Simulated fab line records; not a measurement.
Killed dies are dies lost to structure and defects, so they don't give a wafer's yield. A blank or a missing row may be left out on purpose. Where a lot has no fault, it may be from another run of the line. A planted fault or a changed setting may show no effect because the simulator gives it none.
2 desks, one fault | flow sky130 | every desk sees just its own numbers, and what lay behind them comes last

== AT THE TOOL OWNER'S DESK: cvdW-02 ==
The tool's own readings at SKY_VIA2_CVD_21 (deposits W, target thk 420 nm, time 126.4 s): means of the sampled wafers that have a number, for each lot that ran on this tool. Any lot whose mean is over 4 standard deviations away from the usual mean is out of limits and marked OUT; that distance is given in the brackets.
Columns: A = heaterPowerW at SKY_VIA2_CVD_21, usual 844 W
lot  | first seen here | A
L976 | day 35 20:36    | 877
L986 | day 39 06:55    | 811
L987 | day 39 15:23    | 821
This desk found nothing out of limits on any of the 3 lots.

== AT THE METROLOGY DESK ==
Means of the sampled wafers that have a number, per lot and without regard to the tool the lot ran on: this is what the gauges read. Any lot whose mean is over 4 standard deviations away from the usual mean is out of limits and marked OUT; that distance is given in the brackets.
Columns: A = CONTACT_BOW at SKY_CONTACT_BOW_MEAS_05, usual 81 um; B = VIA2_W_RS at SKY_VIA2_RS_MEAS_22, usual 0.273 ohm/sq; C = VIA2_W_THK at SKY_VIA2_THK_MEAS_23, usual 412 nm
lot  | first seen here | A  | B               | C
L976 | day 29 20:41    | 78 | 0.272           | 415
L979 | day 32 14:33    | 81 | 0.272           | 418
L982 | day 32 17:38    | 83 | 0.272           | 412
L986 | day 33 13:16    | 88 | 0.216 (-13) OUT | 408
L987 | day 33 23:01    | 84 | 0.215 (-13) OUT | 416
L988 | day 34 05:22    | 83 | 0.278           | 401
L992 | day 35 22:48    | 80 | 0.274           | 411
L993 | day 36 13:10    | 83 | 0.277           | 409
L996 | day 36 20:50    | 83 | 0.275           | 410
L995 | day 36 21:29    | 78 | 0.275           | 413
This desk finds L986, L987 out of limits, with the earliest case on L986 at day 39 07:02 (VIA2_W_RS at SKY_VIA2_RS_MEAS_22). L976, L979, L982, L988, L992, L993, L996, L995: within limits.

== BROUGHT TOGETHER ==
L986, L987 would have let the metrology desk raise an alarm at day 39 07:02.
The desk of the tool owner found nothing out of limits.
The tool owner's desk has L986, L987 on record, within its limits.
All the named lots went through SKY_VIA2_CVD_21 on cvdW-02.

== WHAT THE SIMULATOR HAD PUT IN ==
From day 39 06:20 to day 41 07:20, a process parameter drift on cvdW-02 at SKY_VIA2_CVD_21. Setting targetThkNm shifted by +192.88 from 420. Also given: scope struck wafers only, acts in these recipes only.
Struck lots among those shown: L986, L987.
Time in hours between the start of the fault and the first out-of-limits reading at each desk: metrology desk, 1.
